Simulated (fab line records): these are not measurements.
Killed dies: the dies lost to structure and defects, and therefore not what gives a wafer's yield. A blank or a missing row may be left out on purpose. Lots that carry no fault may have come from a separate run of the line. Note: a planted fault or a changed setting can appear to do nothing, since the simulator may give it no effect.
A lot that was struck, set against a sound lot    flow gf180mcu    14 steps out of a route of 602
Sound: wafers L301.1, L301.2, L301.3. The struck wafers were L313.2, L313.4, L313.6. The cause is named last.
Order at every step that has rows: each side's tool, ch and its chambers, its first start. Under that, the readings that differ: sound wafers    struck wafers    difference of the means    sigmas: that difference in standard deviations of wafers without a fault.
alike: words and numbers the same on both sides, and readings whose means are apart by under 2 such deviations; not compared: readings that were withheld, readings missing a value for some wafer, numbers with overlapping values and no deviation given by the record, and bounds like >300 which may hide the same value.
The two part at a step that has a row with sigmas, a row that says differs or no value, or rows on one side only. Numbers that don't overlap but have no deviation are shown without sigmas and don't part them. A reading missing from all wafers of one side parts the sides only when that side holds two or more wafers.

GF_V1_CMP_26: polishes, stops on SiO2, t overpolish 15 s, target thk 0 nm.
  sound on cmp-02 ch 0,1,2, day 18 02:42; struck on cmp-02 ch 1,2, day 22 18:48
reading              sound           struck          difference  sigmas
timeToEndpointS (s)  77.5 81.9 82.2  88.1 87.2 84.0  +5.9        +2
  alike: motorCurrentA, overpolishRunS
GF_M2_SPUTTER_00: material Ti, target thk 37.5 nm, time 150 s.
  sound on pvdSputter-01, day 18 02:57; struck on pvdSputter-04, day 22 19:04
  alike: chamberPressurePa, throttleValvePct
GF_M2_SPUTTER_01: material TiN, target thk 30 nm, time 25 s.
  sound on pvdSputter-01, day 18 03:03; struck on pvdSputter-04, day 22 19:10
  alike: chamberPressurePa, throttleValvePct
GF_M2_SPUTTER_02: material AlCu, target thk 450 nm, time 23.9 s.
  sound on pvdSputter-01, day 18 03:05; struck on pvdSputter-04, day 22 19:12
  alike: chamberPressurePa, throttleValvePct
then, 1 step without rows for these wafers: GF_M2_SPUTTER_03 (material Ti, target thk 10 nm, time 6.7 s).
GF_M2_SPUTTER_04: material TiN, target thk 50 nm, time 41.7 s.
  sound on pvdSputter-01, day 18 03:08; struck on pvdSputter-04, day 22 19:15
  alike: chamberPressurePa, throttleValvePct
GF_M2_RS_MEAS_05: the measuring method here is four-point-probe.
  sound on filmMetro-03, day 18 03:10; struck on filmMetro-01, day 22 19:19
  alike: M2_ALCU_RS
GF_M2_THK_MEAS_06: measures by xrf.
  sound on filmMetro-03, day 18 03:17; struck on filmMetro-01, day 22 19:25
  alike: M2_ALCU_THK
then, 4 steps without rows for these wafers: GF_M2_DEHYDRATE_07 (time 60 s); GF_M2_HMDS_08 (prime time 60 s); GF_M2_COAT_09 (resist thk 1000 nm); GF_M2_SOFTBAKE_10 (time 60 s).
GF_M2_EXPOSE_11: exposes mask Metal2, target cd 280 nm.
  struck on krfScanner-02, day 23 06:28; sound on krfScanner-02 ch 0, day 18 15:20
  no value came back on the struck wafers for exposureDoseMJCm2, focusOffsetNm (nm), na; on the sound wafers exposureDoseMJCm2 reads 27.97 28.04 27.99
  alike: mask
then, 1 step without rows for these wafers: GF_M2_PEB_12 (peb time 90 s).

WHERE THEY PART
Earliest at GF_V1_CMP_26; latest, in this record, at GF_M2_EXPOSE_11.

WHY: what had been put in by the simulator
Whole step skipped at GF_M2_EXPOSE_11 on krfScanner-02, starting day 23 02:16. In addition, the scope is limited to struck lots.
